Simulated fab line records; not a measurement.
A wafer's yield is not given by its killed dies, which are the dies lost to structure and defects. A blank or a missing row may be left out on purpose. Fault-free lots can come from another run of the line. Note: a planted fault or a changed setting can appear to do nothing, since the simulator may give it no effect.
Which tool is to blame? || flow gf180mcu || 6 lots with 18 wafers sampled at 4 steps, on a route of 602 steps

== WHAT THE GAUGES READ, wafer by wafer ==
GF_HV_LDD_CD_MEAS_46: target cd 400 nm.
{"lot": "L587", "measured": "day 13 03:04", "on": "cdSem-01", "cdNm (nm)": "401.4 399.7 400.1"}
{"lot": "L590", "measured": "day 14 04:34", "on": "cdSem-01", "cdNm (nm)": "397.7 396.6 396.9"}
{"lot": "L593", "measured": "day 14 21:47", "on": "cdSem-02", "cdNm (nm)": "403.7 402.3 401.6"}
{"lot": "L598", "measured": "day 17 17:41", "on": "cdSem-02", "cdNm (nm)": "412.9 412.9 412.0"}
{"lot": "L604", "measured": "day 19 00:19", "on": "cdSem-02", "cdNm (nm)": "398.5 399.5 398.1"}
{"lot": "L608", "measured": "day 20 10:39", "on": "cdSem-02", "cdNm (nm)": "399.2 402.1 401.6"}

== WHAT TOOL EACH LOT RAN ON (gives the tool, then ch and the chambers of the sampled wafers, and finally the start) ==
{"lot": "L587", "GF_POLY_GATE_ETCH_12": "rieDiel-03 ch 0,3, day 9 20:16", "GF_HV_LDD_STRIP_22": "plasmaAsher-03 ch 0,1, day 11 11:16", "GF_HV_LDD_DEVELOP_45": "lithoTrack-01 ch 0, day 13 02:56"}
{"lot": "L590", "GF_POLY_GATE_ETCH_12": "rieDiel-03 ch 0,2,3, day 10 17:50", "GF_HV_LDD_STRIP_22": "plasmaAsher-03 ch 0,1, day 12 10:26", "GF_HV_LDD_DEVELOP_45": "lithoTrack-02 ch 0, day 14 04:22"}
{"lot": "L593", "GF_POLY_GATE_ETCH_12": "rieDiel-02 ch 0,1,2, day 11 11:17", "GF_HV_LDD_STRIP_22": "plasmaAsher-03 ch 0,1, day 13 04:16", "GF_HV_LDD_DEVELOP_45": "lithoTrack-03 ch 0, day 14 21:38"}
{"lot": "L598", "GF_POLY_GATE_ETCH_12": "rieDiel-02 ch 1,2,3, day 13 18:50", "GF_HV_LDD_STRIP_22": "plasmaAsher-01 ch 0,1, day 15 19:38", "GF_HV_LDD_DEVELOP_45": "lithoTrack-03 ch 0, day 17 17:32"}
{"lot": "L604", "GF_POLY_GATE_ETCH_12": "rieDiel-04 ch 0,1,3, day 15 00:52", "GF_HV_LDD_STRIP_22": "plasmaAsher-01 ch 0,1, day 17 00:58", "GF_HV_LDD_DEVELOP_45": "lithoTrack-02 ch 0, day 19 00:11"}
{"lot": "L608", "GF_POLY_GATE_ETCH_12": "rieDiel-02 ch 0,1,3, day 16 07:31", "GF_HV_LDD_STRIP_22": "plasmaAsher-02 ch 0,1, day 18 08:31", "GF_HV_LDD_DEVELOP_45": "lithoTrack-01 ch 0, day 20 10:30"}
- GF_POLY_GATE_ETCH_12: etches BARC in N2/H2.
- GF_HV_LDD_STRIP_22: strips in O2/N2.
- GF_HV_LDD_DEVELOP_45: develop time 60 s.

== THE ANSWER, worked out from the rows above alone ==
Rule: the lots themselves supply what counts as usual. The widest of any qualifying gaps counts: lots, ordered by their means at a reading, are off when they make up no more than a third of the lots, leave a main group of 4 or more, and stand apart from it by 3 or more times the standard deviation of that group's means. A main group whose means are all the same, to the digits that the tables above print for the reading, isn't used. A lot without any number at a reading at which 4 lots or more have one is off too. All remaining lots with rows at the step are treated as sound.
Off at GF_HV_LDD_CD_MEAS_46 (cdNm): L598. The main group has a mean of 399.9 nm with a standard deviation of 1.9.
If a tool, at a process step before that reading, ran all the lots that are off and no sound lot after the first of them, it fits. The gauges at GF_HV_LDD_CD_MEAS_46 are tried like those tools. One fits: lithoTrack-03 at GF_HV_LDD_DEVELOP_45. A fault onset in the window from L593 (day 14 21:38, its last sound lot) to L598 (day 17 17:32, its first lot off) fits.

== WHAT HAD BEEN PUT IN BY THE SIMULATOR ==
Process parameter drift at GF_HV_LDD_DEVELOP_45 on lithoTrack-03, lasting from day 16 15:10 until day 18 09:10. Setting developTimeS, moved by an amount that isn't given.
Shown lots that were struck: L598. The rule above reached the same finding.
